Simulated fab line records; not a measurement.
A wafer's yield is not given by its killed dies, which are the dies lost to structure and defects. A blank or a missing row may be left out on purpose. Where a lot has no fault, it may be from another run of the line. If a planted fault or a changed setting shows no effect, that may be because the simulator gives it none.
Matching of chambers / flow gf180mcu / GF_HV_LDD_ETCHBACK_58 on rie diel-01: 4 sister chambers
The step etches Si3N4 in CH3F/O2, stops on SiO2, time 100 s, target depth 90 nm. 16 wafers are shown with their chamber, then 8 later ones without.

== WAFERS WITH THEIR CHAMBER ==
wafer=L227.2; chamber=2; oes product au (a.u.)=0.836; ch3f flow sccm (sccm)=40.12; throttle valve pct (%)=10.556
wafer=L227.4; chamber=2; oes product au (a.u.)=0.832; ch3f flow sccm (sccm)=40.18; throttle valve pct (%)=10.557
wafer=L227.6; chamber=3; oes product au (a.u.)=0.844; ch3f flow sccm (sccm)=40.00; throttle valve pct (%)=10.548
wafer=L232.1; chamber=0; oes product au (a.u.)=0.850; ch3f flow sccm (sccm)=40.08; throttle valve pct (%)=10.560
wafer=L232.5; chamber=0; oes product au (a.u.)=0.846; ch3f flow sccm (sccm)=40.09; throttle valve pct (%)=10.565
wafer=L232.6; chamber=1; oes product au (a.u.)=0.845; ch3f flow sccm (sccm)=40.20; throttle valve pct (%)=10.562
wafer=L233.1; chamber=0; oes product au (a.u.)=0.843; ch3f flow sccm (sccm)=40.00; throttle valve pct (%)=10.557
wafer=L233.4; chamber=1; oes product au (a.u.)=0.838; ch3f flow sccm (sccm)=39.96; throttle valve pct (%)=10.564
wafer=L233.6; chamber=0; oes product au (a.u.)=0.832; ch3f flow sccm (sccm)=39.94; throttle valve pct (%)=10.564
wafer=L240.1; chamber=0; oes product au (a.u.)=0.840; ch3f flow sccm (sccm)=40.19; throttle valve pct (%)=10.566
wafer=L240.3; chamber=1; oes product au (a.u.)=0.844; ch3f flow sccm (sccm)=39.87; throttle valve pct (%)=10.556
wafer=L240.4; chamber=3; oes product au (a.u.)=0.845; ch3f flow sccm (sccm)=40.08; throttle valve pct (%)=10.549
wafer=L243.2; chamber=3; oes product au (a.u.)=0.838; ch3f flow sccm (sccm)=40.10; throttle valve pct (%)=10.572
wafer=L243.4; chamber=2; oes product au (a.u.)=0.838; ch3f flow sccm (sccm)=40.07; throttle valve pct (%)=10.564
wafer=L243.5; chamber=2; oes product au (a.u.)=0.830; ch3f flow sccm (sccm)=40.16; throttle valve pct (%)=10.554
wafer=L244.2; chamber=3; oes product au (a.u.)=0.845; ch3f flow sccm (sccm)=40.04; throttle valve pct (%)=10.566

SIGNATURES (means of the wafers above)
reading=oes product au; chamber 0=0.84220; chamber 1=0.84233; chamber 2=0.83400; chamber 3=0.84300; scatter within a chamber=0.00489
reading=ch3f flow sccm; chamber 0=40.0600; chamber 1=40.0100; chamber 2=40.1325; chamber 3=40.0550; scatter within a chamber=0.0946
reading=throttle valve pct; chamber 0=10.56240; chamber 1=10.56067; chamber 2=10.55775; chamber 3=10.55875; scatter within a chamber=0.007
Rule: distance of a wafer from a chamber = root of the sum over the readings of ((wafer's reading minus chamber's mean) / reading's scatter) squared. If the next closest chamber is less than 2 further off than the closest, the wafer can't be placed; otherwise it belongs to the closest. The scatter is the square root of a quotient: the sum, over the shown wafers, of each reading's squared deviation from its chamber's mean, divided by wafers minus chambers.

== WAFERS WITH NO CHAMBER GIVEN ==
wafer=L244.3; oes product au (a.u.)=0.840; ch3f flow sccm (sccm)=39.97; throttle valve pct (%)=10.568
wafer=L244.6; oes product au (a.u.)=0.852; ch3f flow sccm (sccm)=40.08; throttle valve pct (%)=10.552
wafer=L248.3; oes product au (a.u.)=0.843; ch3f flow sccm (sccm)=40.03; throttle valve pct (%)=10.546
wafer=L248.4; oes product au (a.u.)=0.830; ch3f flow sccm (sccm)=39.97; throttle valve pct (%)=10.567
wafer=L248.5; oes product au (a.u.)=0.846; ch3f flow sccm (sccm)=39.96; throttle valve pct (%)=10.568
wafer=L249.2; oes product au (a.u.)=0.844; ch3f flow sccm (sccm)=39.80; throttle valve pct (%)=10.573
wafer=L249.4; oes product au (a.u.)=0.848; ch3f flow sccm (sccm)=40.02; throttle valve pct (%)=10.561
wafer=L249.5; oes product au (a.u.)=0.848; ch3f flow sccm (sccm)=39.98; throttle valve pct (%)=10.549

== WHICH CHAMBER EACH WENT THROUGH ==
wafer=L244.3; from the rows above=can't be placed: 1 or 0 or 3 or 2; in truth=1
wafer=L244.6; from the rows above=can't be placed: 3 or 1 or 0 or 2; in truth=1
wafer=L248.3; from the rows above=can't be placed: 3 or 1 or 0 or 2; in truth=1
wafer=L248.4; from the rows above=can't be placed: 2 or 1 or 0 or 3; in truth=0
wafer=L248.5; from the rows above=can't be placed: 1 or 0 or 3 or 2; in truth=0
wafer=L249.2; from the rows above=can't be placed: 1 or 0 or 3 or 2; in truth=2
wafer=L249.4; from the rows above=can't be placed: 3 or 1 or 0 or 2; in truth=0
wafer=L249.5; from the rows above=can't be placed: 3 or 1 or 0 or 2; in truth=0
Correctly placed: 0 of 8. From these rows, 8 cannot be placed; in 8 the true chamber is one of the candidates. Number placed wrongly: 0.
